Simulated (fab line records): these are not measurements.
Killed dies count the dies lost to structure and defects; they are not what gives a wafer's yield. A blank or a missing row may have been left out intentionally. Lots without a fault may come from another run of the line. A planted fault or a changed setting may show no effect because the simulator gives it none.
A single fault, viewed from 2 desks | flow gf180mcu | each desk holds nothing but its own numbers, with what lay behind them at the end

TOOL OWNER'S DESK, pecvd-02
The tool's own readings at GF_V4_CVD_02 (deposits SiO2 from TEOS, target thk 850 nm, time 94.851 s): means of the sampled wafers that have a number, for each lot that ran on this tool. A lot is out of limits, marked OUT, if its mean lies more than 4 standard deviations from the usual mean; the brackets give that distance.
Columns: A = heater-power-w at GF_V4_CVD_02, usual 664 W
lot  | first seen here | A
L602 | day 23 11:48    | 731
L606 | day 25 08:42    | 709
L614 | day 27 11:20    | 755
L615 | day 27 21:14    | 670
L617 | day 28 09:00    | 728
L622 | day 29 20:40    | 746
L623 | day 30 03:05    | 674
This desk found nothing out of limits on any of the 7 lots.

METROLOGY DESK
Lot by lot, what the gauges showed, no matter which tool ran the lot: averages of those sampled wafers that carry a number. A lot is out of limits, marked OUT, if its mean lies more than 4 standard deviations from the usual mean; the brackets give that distance.
Columns: A = cd-nm at GF_V5_CD_MEAS_14, usual 260.0 nm
lot  | first seen here | A
L602 | day 27 06:37    | 261.1
L604 | day 28 01:27    | 259.3
L607 | day 28 19:13    | 260.9
L606 | day 28 23:59    | 259.9
L608 | day 29 08:16    | 259.8
L610 | day 29 16:27    | 259.7
L614 | day 30 19:06    | 259.4
L615 | day 31 04:17    | 258.8
L617 | day 31 14:58    | 260.2
L618 | day 31 21:52    | 259.1
L622 | day 32 22:49    | 259.8
L623 | day 33 03:52    | 257.7
This desk found nothing out of limits on any of the 12 lots.

TAKEN TOGETHER
Nothing out of limits was seen by the tool owner's desk.
The metrology desk saw nothing out of limits.

WHAT HAD BEEN PUT IN BY THE SIMULATOR
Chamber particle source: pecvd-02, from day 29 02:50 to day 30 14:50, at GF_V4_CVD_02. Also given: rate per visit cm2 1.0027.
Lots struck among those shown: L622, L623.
